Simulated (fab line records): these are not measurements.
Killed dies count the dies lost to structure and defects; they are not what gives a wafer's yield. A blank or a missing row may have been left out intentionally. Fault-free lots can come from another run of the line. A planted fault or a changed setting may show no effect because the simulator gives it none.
A lot that was struck, set against a sound lot / flow gf180mcu / 37 out of 602 route steps
Sound: the wafers L533.1, L533.2, L533.6. Struck: wafer L548.2 (left out: L548.3, a lot-mate that was not struck); the cause follows at the end.
For every step that has rows: the tool of each side, followed by ch and its chambers, followed by its first start. Under that, the readings that differ: sound wafers / struck wafers / difference of the means / sigmas: that difference in standard deviations of wafers without a fault.
alike: readings with means less than 2 such deviations apart, plus words and numbers identical on both sides. not compared: withheld readings, readings lacking a value on some wafer, bounds such as >300 that could conceal the same value, and numbers that have no deviation in the record and whose values overlap.
Wherever a step has rows on one side only, a row that says differs or no value, or a row with sigmas, the two part there. Numbers that don't overlap but have no deviation are shown without sigmas and don't part them. A reading that every wafer of one side lacks parts them only if that side has two wafers or more.

first, 1 step without rows for these wafers: GF_M5_DEVELOP_06 (develop time 60 s).
GF_M5_CD_MEAS_07: the cd target is 280 nm.
  sound on cdSem-02, day 26 12:50; struck on cdSem-01, day 31 01:11
  alike: cdNm
GF_M5_OVL_MEAS_08:
  sound on overlay-02, day 26 12:57; struck on overlay-01, day 31 01:18
  alike: M5_OVL
then, 1 step without rows for these wafers: GF_M5_ETCH_09 (etches Si3N4 in CF4/O2, target depth 52 nm, time 11.6 s).
GF_M5_METAL_ETCH_10: etches the open film in Cl2/BCl3, stops on SiO2, target depth 750.8 nm, time 125.1 s.
  sound on rieMetal-02 ch 0,1, day 26 13:01; struck on rieMetal-01 ch 1, day 31 01:21
reading=oesProductAu (a.u.); sound=0.979 0.984 0.975; struck=0.998; difference=+0.019; sigmas=+3
  alike: drypumpMotorCurrentA, heBacksideLeakSccm, throttleValvePct
  not compared: rfHoursCounterH
then, 4 steps without rows for these wafers: GF_M5_STRIP_11 (strips in O2/N2); GF_M5_STRIP_12 (strips in post etch residue remover, time 1200 s); GF_M5_CLEAN_13 (cleans in DIW); GF_V5_CVD_00 (deposits SiO2, target thk 300 nm, time 50 s).
GF_V5_THK_MEAS_01:
  sound on filmMetro-02, day 26 13:44; struck on filmMetro-02, day 31 02:06
  alike: V5_CVD_00_THK
GF_V5_CVD_02: deposits SiO2 from TEOS, target thk 1450 nm, time 163.28 s.
  sound on pecvd-01 ch 0,1,2, day 26 13:47; struck on pecvd-01 ch 2, day 31 02:09
  alike: heaterPowerW, susceptorTempC
GF_V5_THK_MEAS_03:
  sound on filmMetro-01, day 26 13:53; struck on filmMetro-03, day 31 02:16
  alike: V5_CVD_02_THK
GF_V5_CMP_04: polishes SiO2.
  sound on cmp-01 ch 0,1,2, day 26 13:57; struck on cmp-02 ch 3, day 31 02:22
reading=model.SiO2_of_V5_CVD_02.thkNm (nm); sound=855.9 856.5 854.7; struck=940.5; difference=+84.8; sigmas=
  alike: motorCurrentA
GF_V5_BOW_MEAS_05:
  sound on filmMetro-02, day 26 14:15; struck on filmMetro-02, day 31 02:38
  alike: V5_BOW
then, 8 steps without rows for these wafers: GF_V5_DEHYDRATE_06 (time 60 s); GF_V5_HMDS_07 (prime time 60 s); GF_V5_COAT_08; GF_V5_COAT_09 (resist thk 1000 nm); GF_V5_SOFTBAKE_10 (time 60 s); GF_V5_EXPOSE_11 (exposes mask Via5, target cd 260 nm); GF_V5_PEB_12 (peb time 90 s); GF_V5_DEVELOP_13 (develop time 60 s).
GF_V5_CD_MEAS_14: the cd target is 260 nm.
  sound on cdSem-02, day 27 10:16; struck on cdSem-02, day 31 19:59
  alike: cdNm
GF_V5_OVL_MEAS_15:
  sound on overlay-01, day 27 10:23; struck on overlay-01, day 31 20:05
  alike: V5_OVL
then, 1 step without rows for these wafers: GF_V5_ETCH_16 (etches BARC in N2/H2).
GF_V5_ETCH_17: etches SiO2 in C4F8/O2/Ar, stops on TiN, target depth 855 nm.
  sound: rieDiel-01 ch 0,1,3; struck: rieDiel-03 ch 2
reading=oesProductAu (a.u.); sound=0.856 0.858 0.859; struck=0.911; difference=+0.053; sigmas=+12
reading=model.V5.featureDepthNm (nm); sound=855.9 856.5 854.7; struck=940.5; difference=+84.8; sigmas=
reading=model.etch.depthNm (nm); sound=855.9 856.5 854.7; struck=940.5; difference=+84.8; sigmas=
GF_V5_STRIP_18: strips in O2/N2.
  sound on plasmaAsher-03 ch 0,1, day 27 10:34; struck on plasmaAsher-01 ch 1, day 31 20:17
reading=drypumpMotorCurrentA (A); sound=6.5 5.9 6.0; struck=4.9; difference=-1.2; sigmas=-2
reading=heaterPowerW (W); sound=328 448 454; struck=285; difference=-125; sigmas=-2
  alike: oesProductAu
  not compared: rfHoursCounterH
then, 2 steps without rows for these wafers: GF_V5_STRIP_19 (strips in post etch residue remover, time 1200 s); GF_V5_CLEAN_20 (cleans in DIW).
GF_V5_SPUTTER_21: material Ti, target thk 15 nm, time 80.02 s.
  sound on pvdSputter-04, day 27 11:08; struck on pvdSputter-03, day 31 20:51
  alike: throttleValvePct
then, 2 steps without rows for these wafers: GF_V5_SPUTTER_22 (material TiN, target thk 10 nm, time 40 s); GF_V5_CVD_23 (deposits W, target thk 350 nm, time 104.9 s).
GF_V5_RS_MEAS_24: the measuring method here is four-point-probe.
  sound on filmMetro-02, day 27 11:21; struck on filmMetro-03, day 31 21:05
  alike: V5_W_RS
GF_V5_THK_MEAS_25: measures by xrf.
  sound on filmMetro-02, day 27 11:28; struck on filmMetro-03, day 31 21:11
  alike: V5_W_THK
GF_V5_CMP_26: polishes, stops on SiO2, t overpolish 15 s, target thk 0 nm.
  sound on cmp-01 ch 0,1, day 27 11:32; struck on cmp-02 ch 2, day 31 21:17
reading=model.SiO2_of_V5_CVD_02.thkNm (nm); sound=852.1 852.8 850.9; struck=936.7; difference=+84.8; sigmas=
  alike: motorCurrentA
GF_TOP_METAL_SPUTTER_00: material Ti, target thk 37.5 nm, time 150 s.
  sound on pvdSputter-04, day 27 11:50; struck on pvdSputter-01, day 31 21:32
  alike: throttleValvePct
GF_PASSIVATION_PROBE_99:
  sound wafers here have rows in the record (prober-02, day 29 06:35); struck ones have none

WHERE THEY PART
Earliest at GF_M5_METAL_ETCH_10; latest, in this record, at GF_PASSIVATION_PROBE_99.

WHY: what had been put in by the simulator
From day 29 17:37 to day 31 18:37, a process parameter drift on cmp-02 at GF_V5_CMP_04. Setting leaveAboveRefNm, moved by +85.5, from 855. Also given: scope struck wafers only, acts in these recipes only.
